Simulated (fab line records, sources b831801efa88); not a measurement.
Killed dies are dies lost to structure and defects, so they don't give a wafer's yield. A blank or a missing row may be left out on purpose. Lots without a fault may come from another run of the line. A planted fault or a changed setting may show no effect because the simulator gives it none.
Which tool did it? | flow sky130 | 12 lots, 36 wafers sampled, at 5 steps of a route of 708

WHAT THE GAUGES READ, wafer by wafer
SKY_VT_ADJUST_PCH_OVL_MEAS_07. Usual: VT_ADJUST_PCH_OVL -0.4 nm, standard deviation 1.4.
lot  | measured     | on         | VT_ADJUST_PCH_OVL (nm) | flag
L780 | day 10 22:11 | overlay-02 | -1.7 -1.1 -1.4         |
L785 | day 12 08:19 | overlay-02 | 1.9 0.1 1.1            |
L786 | day 12 15:01 | overlay-02 | -1.6 -0.1 -2.0         |
L787 | day 12 23:23 | overlay-01 | -0.1 -1.5 -0.4         |
L791 | day 14 04:10 | overlay-01 | -0.2 -1.7 -2.4         |
L796 | day 15 22:28 | overlay-02 | -2.3 -0.9 -0.4         |
L797 | day 15 22:47 | overlay-01 | 0.0 0.2 -0.3           |
L798 | day 16 11:43 | overlay-02 | -2.4 -1.2 -1.1         |
L799 | day 16 15:05 | overlay-01 | 1.6 2.0 1.9            |
L800 | day 17 01:28 | overlay-02 | -0.4 -1.9 -1.9         |
L801 | day 17 14:49 | overlay-01 | 1.1 -1.4 -1.9          |
L802 | day 17 23:08 | overlay-02 | 1.1 -3.4 -0.5          |

SKY_GATE_OXIDE_OVL_MEAS_10. Usual: GATE_OXIDE_OVL 0.0 nm, standard deviation 1.5.
lot  | measured     | on         | GATE_OXIDE_OVL (nm)  | flag
L780 | day 14 06:50 | overlay-01 | 0.0 0.1 -0.8         |
L785 | day 16 02:19 | overlay-02 | 1.6 -1.6 -2.5        |
L786 | day 16 07:13 | overlay-01 | 1.6 1.4 1.6          |
L787 | day 16 18:10 | overlay-02 | -1.7 -0.1 -0.5       |
L791 | day 18 01:47 | overlay-01 | -0.7 0.0 0.7         |
L796 | day 20 02:10 | overlay-02 | -113.7 -115.8 -117.4 | OFF
L797 | day 20 00:47 | overlay-02 | -1.6 0.8 0.3         |
L798 | day 20 16:31 | overlay-01 | -113.4 -115.3 -114.4 | OFF
L799 | day 20 19:55 | overlay-01 | 1.1 1.4 0.0          |
L800 | day 21 06:01 | overlay-01 | 0.2 0.1 0.7          |
L801 | day 21 17:56 | overlay-02 | 0.0 -0.2 -1.0        |
L802 | day 22 03:25 | overlay-01 | 1.6 0.8 2.8          |

SKY_POLY_GATE_OVL_MEAS_14. Usual: POLY_GATE_OVL 1 nm, standard deviation 4.9.
lot  | measured     | on         | POLY_GATE_OVL (nm) | flag
L780 | day 16 23:16 | overlay-01 | -1 4 -3            |
L785 | day 18 19:14 | overlay-01 | -1 -2 1            |
L786 | day 19 00:08 | overlay-01 | 3 17 9             |
L787 | day 19 13:23 | overlay-01 | 1 4 -7             |
L791 | day 20 23:16 | overlay-01 | -6 -2 -7           |
L796 | day 22 22:20 | overlay-01 | 1 7 2              |
L797 | day 22 19:54 | overlay-02 | -6 -4 -8           |
L798 | day 23 11:38 | overlay-01 | 4 5 -1             |
L799 | day 23 16:01 | overlay-01 | -4 -1 -6           |
L800 | day 23 23:51 | overlay-01 | -3 3 3             |
L801 | day 24 11:11 | overlay-01 | 4 -4 -1            |
L802 | day 24 22:45 | overlay-02 | 7 -1 6             |

WHICH TOOL RAN EACH LOT (tool, then ch and the chambers of the sampled wafers, then the start)
lot  | SKY_SONOS_ONO_STRIP_17               | SKY_GATE_OXIDE_EXPOSE_07
L780 | plasma_asher-04 ch 0,1, day 13 03:16 | iline_stepper-01 ch 0, day 13 18:07
L785 | plasma_asher-03 ch 1, day 14 17:50   | iline_stepper-01 ch 0, day 15 12:34
L786 | plasma_asher-04 ch 0,1, day 15 01:04 | iline_stepper-01 ch 0, day 15 17:52
L787 | plasma_asher-03 ch 0,1, day 15 11:29 | iline_stepper-02 ch 0, day 16 03:39
L791 | plasma_asher-04 ch 0,1, day 16 17:58 | iline_stepper-01 ch 0, day 17 11:04
L796 | plasma_asher-01 ch 0,1, day 18 16:46 | iline_stepper-01 ch 0, day 19 11:02
L797 | plasma_asher-01 ch 0,1, day 18 16:07 | iline_stepper-02 ch 0, day 19 09:38
L798 | plasma_asher-03 ch 0,1, day 19 06:38 | iline_stepper-01 ch 0, day 20 00:37
L799 | plasma_asher-04 ch 0,1, day 19 10:56 | iline_stepper-02 ch 0, day 20 04:29
L800 | plasma_asher-04 ch 0, day 19 21:11   | iline_stepper-02 ch 0, day 20 14:11
L801 | plasma_asher-04 ch 0, day 20 08:47   | iline_stepper-02 ch 0, day 21 02:05
L802 | plasma_asher-03 ch 0,1, day 20 18:20 | iline_stepper-02 ch 0, day 21 11:37
- SKY_SONOS_ONO_STRIP_17: strips in O2/N2.
- SKY_GATE_OXIDE_EXPOSE_07: exposes mask LVOM, target cd 600 nm.

WHAT THE TOOLS THEMSELVES READ (means of the sampled wafers that have a number; where no wafer has one, the mark that the record gives instead)
SKY_SONOS_ONO_STRIP_17. Usual: drypump_motor_current_A 5.7 A, standard deviation 0.61; oes_product_au 0.710 a.u., standard deviation 0.0047; strip_time_to_endpoint_s 14.05 s, standard deviation 0.041.
lot  | tool            | drypump_motor_current_A (A) | oes_product_au (a.u.) | strip_time_to_endpoint_s (s) | flag
L780 | plasma_asher-04 | 6.3                         | 0.705                 | 13.99                        |
L785 | plasma_asher-03 | 5.5                         | 0.710                 | 14.06                        |
L786 | plasma_asher-04 | 6.5                         | 0.710                 | 14.08                        |
L787 | plasma_asher-03 | 5.2                         | 0.710                 | 14.02                        |
L791 | plasma_asher-04 | 6.3                         | 0.712                 | 14.12                        |
L796 | plasma_asher-01 | 5.1                         | 0.708                 | 14.04                        |
L797 | plasma_asher-01 | 5.3                         | 0.712                 | 14.06                        |
L798 | plasma_asher-03 | 5.4                         | 0.703                 | 14.05                        |
L799 | plasma_asher-04 | 6.5                         | 0.709                 | 14.05                        |
L800 | plasma_asher-04 | 6.7                         | 0.705                 | 14.03                        |
L801 | plasma_asher-04 | 6.7                         | 0.711                 | 14.02                        |
L802 | plasma_asher-03 | 5.2                         | 0.710                 | 14.04                        |

SKY_GATE_OXIDE_EXPOSE_07. Usual: focus_offset_nm 0.1 nm, standard deviation 0.51.
lot  | tool             | focus_offset_nm (nm) | flag
L780 | iline_stepper-01 | -0.3                 |
L785 | iline_stepper-01 | 0.8                  |
L786 | iline_stepper-01 | 0.6                  |
L787 | iline_stepper-02 | -0.1                 |
L791 | iline_stepper-01 | -0.5                 |
L796 | iline_stepper-01 | -0.5                 |
L797 | iline_stepper-02 | 0.3                  |
L798 | iline_stepper-01 | 0.3                  |
L799 | iline_stepper-02 | -0.2                 |
L800 | iline_stepper-02 | -0.5                 |
L801 | iline_stepper-02 | 0.2                  |
L802 | iline_stepper-02 | 0.7                  |

THE ANSWER, worked out from the rows above alone
Rule: a lot is off if the mean of its wafers that have a number lies more than 3 standard deviations from the usual mean. A lot without any number at a reading at which 4 lots or more have one is off too. The other lots that the step has rows for count as sound. The gauges are gone through in route order, then the tools' own readings, and for those a lot's mean is taken as printed above. The first step at which some lot is off is used, and at that step the reading that is off furthest; a lot without a number counts as furthest.
Off: L796, L798, at SKY_GATE_OXIDE_OVL_MEAS_10 (GATE_OXIDE_OVL).
A tool fits if, at a process step before that reading, it ran every lot that is off, and no sound lot after the first of them. The gauges at SKY_GATE_OXIDE_OVL_MEAS_10 are tried like those tools. One fits: iline_stepper-01 at SKY_GATE_OXIDE_EXPOSE_07. Its last sound lot is L791 (day 17 11:04), its first lot that is off L796 (day 19 11:02): a fault that began between those two fits.

WHAT THE SIMULATOR HAD PUT IN
Scanner matching overlay: iline_stepper-01, from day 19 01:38 on, at SKY_GATE_OXIDE_EXPOSE_07. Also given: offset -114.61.
Lots struck among those shown: L796, L798. The rule above found the same.
